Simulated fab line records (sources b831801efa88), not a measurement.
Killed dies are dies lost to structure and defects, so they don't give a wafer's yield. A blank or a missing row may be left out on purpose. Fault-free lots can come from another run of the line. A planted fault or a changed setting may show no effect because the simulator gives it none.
Check for tools in common    flow sky130    Lots sampled 12, wafers sampled 36

THE REASON FOR OPENING IT
At SKY_LDD_HVN_TW_MEAS_10 the reading LDD_HVN_TW is flagged on 2 of 12 lots. No-fault wafers: 1432, standard deviation 9.9.
Rule: a lot is flagged when every wafer of it that has a number lies more than 4 standard deviations from that mean, or none has a number. As for the other lots, they are considered sound.

lot   measured      on            LDD_HVN_TW, wafer by wafer  flag
L177  day 20 15:25  filmMetro-01  1421 1426 1424              
L179  day 20 19:15  filmMetro-02  1436 1437 1433              
L180  day 21 17:29  filmMetro-03  1433 1436 1441              
L181  day 22 02:35  filmMetro-02  1437 1431 1435              
L184  day 22 18:47  filmMetro-03  1287 1279 1286              FLAGGED
L186  day 23 17:56  filmMetro-03  1283 1285 1285              FLAGGED
L189  day 24 13:00  filmMetro-02  1426 1436 1432              
L192  day 25 15:41  filmMetro-03  1435 1431 1437              
L196  day 27 02:19  filmMetro-03  1451 1440 1438              
L197  day 27 08:53  filmMetro-02  1441 1445 1435              
L198  day 27 19:22  filmMetro-01  1420 1425 1415              
L199  day 28 03:19  filmMetro-01  1416 1416 1408              
On average the flagged lots' numbers are 1284, which is -148 against the usual, or -15 standard deviations.

EACH LOT AND THE TOOL IT RAN ON
Before the reading, the record contains 3 process steps out of a 708-step route. Cell contents, in order: the tool; ch with the chambers the sampled wafers went through; the start.
lot   flag     SKY_NWELL_RTA_28                 SKY_VT_ADJUST_NCORE_STRIP_10         SKY_LDD_HVN_IMPLANT_08
L177           rtpAnneal-02 ch 0, day 5 06:29   plasmaAsher-01 ch 0,1, day 8 11:20   implanter-02 ch 0, day 20 15:10
L179           rtpAnneal-01 ch 0, day 5 18:53   plasmaAsher-04 ch 0,1, day 9 04:29   implanter-03 ch 0, day 20 19:01
L180           rtpAnneal-01 ch 0, day 6 02:20   plasmaAsher-04 ch 0,1, day 9 11:09   implanter-01 ch 0, day 21 17:14
L181           rtpAnneal-02 ch 0, day 6 09:11   plasmaAsher-03 ch 0,1, day 9 17:35   implanter-03 ch 0, day 22 02:23
L184  FLAGGED  rtpAnneal-01 ch 0, day 7 00:46   plasmaAsher-01 ch 0,1, day 10 13:50  implanter-02 ch 0, day 22 18:32
L186  FLAGGED  rtpAnneal-01 ch 0, day 7 16:03   plasmaAsher-03 ch 0,1, day 11 06:29  implanter-02 ch 0, day 23 17:43
L189           rtpAnneal-01 ch 0, day 8 06:20   plasmaAsher-04 ch 0,1, day 11 23:38  implanter-01 ch 0, day 24 12:47
L192           rtpAnneal-02 ch 0, day 9 02:20   plasmaAsher-04 ch 0,1, day 12 21:54  implanter-03 ch 0, day 25 15:26
L196           rtpAnneal-02 ch 0, day 10 03:59  plasmaAsher-03 ch 0,1, day 14 01:39  implanter-02 ch 0, day 27 02:05
L197           rtpAnneal-02 ch 0, day 10 09:12  plasmaAsher-01 ch 0,1, day 14 09:04  implanter-02 ch 0, day 27 08:41
L198           rtpAnneal-02 ch 0, day 10 16:55  plasmaAsher-04 ch 0,1, day 14 15:13  implanter-01 ch 0, day 27 19:07
L199           rtpAnneal-01 ch 0, day 10 23:23  plasmaAsher-03 ch 0,1, day 15 00:25  implanter-01 ch 0, day 28 03:04
What these steps do:
- SKY_NWELL_RTA_28: time 30 s.
- SKY_VT_ADJUST_NCORE_STRIP_10: strips in O2/N2.
- SKY_LDD_HVN_IMPLANT_08
- SKY_LDD_HVN_TW_MEAS_10

FLAGGED OVER TOTAL, TOOL BY TOOL (the gauges that took the reading come last)
step                          tool            lots run  flagged  share of the flagged lots  sound lots run after its first flagged lot
SKY_NWELL_RTA_28              rtpAnneal-01    6         2        all                        2 (L189,L199)
SKY_NWELL_RTA_28              rtpAnneal-02    6         0        none                       -
SKY_VT_ADJUST_NCORE_STRIP_10  plasmaAsher-01  3         1        some                       1 (L197)
SKY_VT_ADJUST_NCORE_STRIP_10  plasmaAsher-03  4         1        some                       2 (L196,L199)
SKY_VT_ADJUST_NCORE_STRIP_10  plasmaAsher-04  5         0        none                       -
SKY_LDD_HVN_IMPLANT_08        implanter-01    4         0        none                       -
SKY_LDD_HVN_IMPLANT_08        implanter-02    5         2        all                        2 (L196,L197)
SKY_LDD_HVN_IMPLANT_08        implanter-03    3         0        none                       -
SKY_LDD_HVN_TW_MEAS_10        filmMetro-01    3         0        none                       -
SKY_LDD_HVN_TW_MEAS_10        filmMetro-02    4         0        none                       -
SKY_LDD_HVN_TW_MEAS_10        filmMetro-03    5         2        all                        2 (L192,L196)

WHAT THE TABLE PERMITS
All flagged lots were run by 3 table rows, namely rtpAnneal-01 at SKY_NWELL_RTA_28, implanter-02 at SKY_LDD_HVN_IMPLANT_08, filmMetro-03 at SKY_LDD_HVN_TW_MEAS_10.
- rtpAnneal-01 at SKY_NWELL_RTA_28 ran 6 lots, 2 of them flagged. After the first flagged lot (L189, L199), sound lots still ran on it; a lasting fault on the whole tool would not permit that.
- implanter-02 at SKY_LDD_HVN_IMPLANT_08 ran 5 lots, 2 of them flagged. After the first flagged lot (L196, L197), sound lots still ran on it; a lasting fault on the whole tool would not permit that. Its own readings (tiltDeg) fall more than 4 standard deviations out on all wafers of the flagged lots.
- filmMetro-03 at SKY_LDD_HVN_TW_MEAS_10 ran 5 lots, 2 of them flagged. After the first flagged lot (L192, L196), sound lots still ran on it; a lasting fault on the whole tool would not permit that.
Not one row of the table ran every flagged lot while running no sound lot after the first.

WHAT THE SIMULATOR HAD INSERTED
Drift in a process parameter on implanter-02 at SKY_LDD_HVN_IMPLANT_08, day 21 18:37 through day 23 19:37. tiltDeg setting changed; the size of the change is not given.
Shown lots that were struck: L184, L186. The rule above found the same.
